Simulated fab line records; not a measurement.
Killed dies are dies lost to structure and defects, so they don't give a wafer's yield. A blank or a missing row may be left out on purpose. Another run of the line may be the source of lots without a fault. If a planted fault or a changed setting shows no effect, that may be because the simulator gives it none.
8D (eight disciplines) problem report, filled in by code + flow gf180mcu + the parts of the form that need people (team, actions taken, sign-off) are left out

## 1. WHAT IS WRONG
Wafers free of any fault read 685 (standard deviation 4.4) for VT_IMPLANT_4_TW at GF_VT_IMPLANT_TW_MEAS_43, against a mean of 728 on 6 wafers of 2 lots. That puts it +9.8 standard deviations away from the usual mean.
The first sign was on wafer L418.1 at day 9 19:41, on film_metro-01. The record has a number at this step for 39 wafers belonging to 13 lots. Rule for "out", or "out of limits": more than 4 standard deviations from the usual mean. The other wafers with a number count as sound.

## 2. WHAT IT IS AND WHAT IT IS NOT
| question                    | is                     | is not                                                                                                   |
|-----------------------------|------------------------|----------------------------------------------------------------------------------------------------------|
| which readings at this step | VT_IMPLANT_4_TW        | -                                                                                                        |
| which lots                  | L418, L421             | L411, L412, L413, L414, L420, L423, L424, L426, L430, L431, L432                                         |
| which wafers of those lots  | all that have a number | -                                                                                                        |
| read on which gauges        | film_metro-01          | film_metro-02, film_metro-03                                                                             |
| when                        | from day 9 19:41       | up to then (12 sound wafers); but 21 sound wafers of L420, L423, L424, L426, L430, L431, L432 came after |

## 3. SUSPECTS, AND WHAT RULES EACH OUT
Counting: any tool at a process step up to the reading is kept as a suspect provided that every lot that is out went through it and no sound lot did after the first of them.
- the gauge at GF_VT_IMPLANT_TW_MEAS_43 is ruled out. All the wafers that are out were read on film_metro-01, but those of them that GF_VT_IMPLANT_IMPLANT_41 has rows for are out there too, on other tools.
- implanter-04 at GF_VT_IMPLANT_IMPLANT_41: ruled out as a lasting fault. Sound lots L430, L431 ran on it after its first lot that is out, L418 (day 9 19:26).
Left after counting: nothing in the record.

## 4. THE CAUSE (what the simulator had put in)
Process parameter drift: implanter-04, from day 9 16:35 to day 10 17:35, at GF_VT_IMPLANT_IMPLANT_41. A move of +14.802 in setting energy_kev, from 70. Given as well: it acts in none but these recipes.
The count ruled it out by mistake, since the rule takes a fault to strike every lot its tool runs from the start of the fault on, and this one did not do so.

## 5. THE CHAIN OF EFFECTS, in route order
Each row: a reading where the mean over the struck wafers with a number is more than 3 standard deviations away from the usual. Only readings whose record carries a usual standard deviation are examined. hours: median over the lots of the time between each lot's start at the first step of this table that gives one and its start at this step. sigmas: the change, counted in usual standard deviations.
| hours | step                     | reading         | usual  | on struck wafers | change  | sigmas      |
|-------|--------------------------|-----------------|--------|------------------|---------|-------------|
| 0     | GF_VT_IMPLANT_IMPLANT_41 | beam_energy_keV | 70.002 | 84.802           | +14.800 | +99 or more |
| 0     | GF_VT_IMPLANT_TW_MEAS_43 | VT_IMPLANT_4_TW | 685    | 728              | +43     | +9.8        |
Process steps it contains:
- GF_VT_IMPLANT_IMPLANT_41
At these later measuring or inspecting steps, every struck wafer for which the step has a row has a number for every such reading, and none has moved that far: GF_DUAL_GATE_OVL_MEAS_11, GF_POLY_GATE_OVL_MEAS_11.

## 6. HOW IT WOULD HAVE BEEN CAUGHT EARLIER
Counted from the fault's start at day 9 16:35, it took 3 hours until the first out-of-limits reading at a measuring or inspecting step in this record, taken at day 9 19:41.
At GF_VT_IMPLANT_IMPLANT_41, the tool's own readings (beam_energy_keV) were out on each struck wafer the step has a row for, so an alarm limit on them would have fired on the first such wafer.
